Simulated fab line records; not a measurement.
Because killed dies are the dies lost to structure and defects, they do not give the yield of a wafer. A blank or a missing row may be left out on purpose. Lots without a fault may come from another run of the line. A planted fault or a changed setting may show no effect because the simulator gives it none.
Chamber matching -- flow sky130 -- rieDiel-04 running SKY_SONOS_ONO_ETCH_15: 4 sister chambers
The step etches the open film in CHF3/O2, target depth 19.52 nm, time 7.8 s. 4 wafers are shown with their chamber, then 11 later ones without.

## EACH WAFER AND ITS CHAMBER
wafer,chamber,drypumpMotorCurrentA (A)
L079.6,3,5.0
L085.3,2,6.0
L085.6,1,5.6
L090.3,0,5.3

## WAFERS WITHOUT THEIR CHAMBER
wafer,drypumpMotorCurrentA (A)
L090.5,6.0
L090.6,5.0
L093.1,5.6
L093.2,5.0
L093.5,5.6
L095.1,5.0
L095.3,6.0
L095.5,5.0
L097.2,5.6
L097.4,5.3
L097.5,5.9

## THE CHAMBER EACH PASSED THROUGH
wafer,from the rows above,in truth
L090.5,2,2
L090.6,3,3
L093.1,1,1
L093.2,3,3
L093.5,1,1
L095.1,3,3
L095.3,2,2
L095.5,3,3
L097.2,1,1
L097.4,0,0
L097.5,2,2
Correct placement for 11 of the 11. Number that these rows cannot place: 0. 0 placed wrongly.
How it was worked out, from the rows above alone: a wafer's distance from a chamber is the root of the sum, over the readings, of the square of ((its reading less the chamber's mean) divided by the reading's scatter). If the next closest chamber is less than 2 further off than the closest, the wafer can't be placed; otherwise it belongs to the closest. Each chamber's mean is taken over the wafers shown for it. The scatter: with one shown wafer a chamber, the root of the mean of the squares of how far each hidden wafer lies from its nearest shown one.
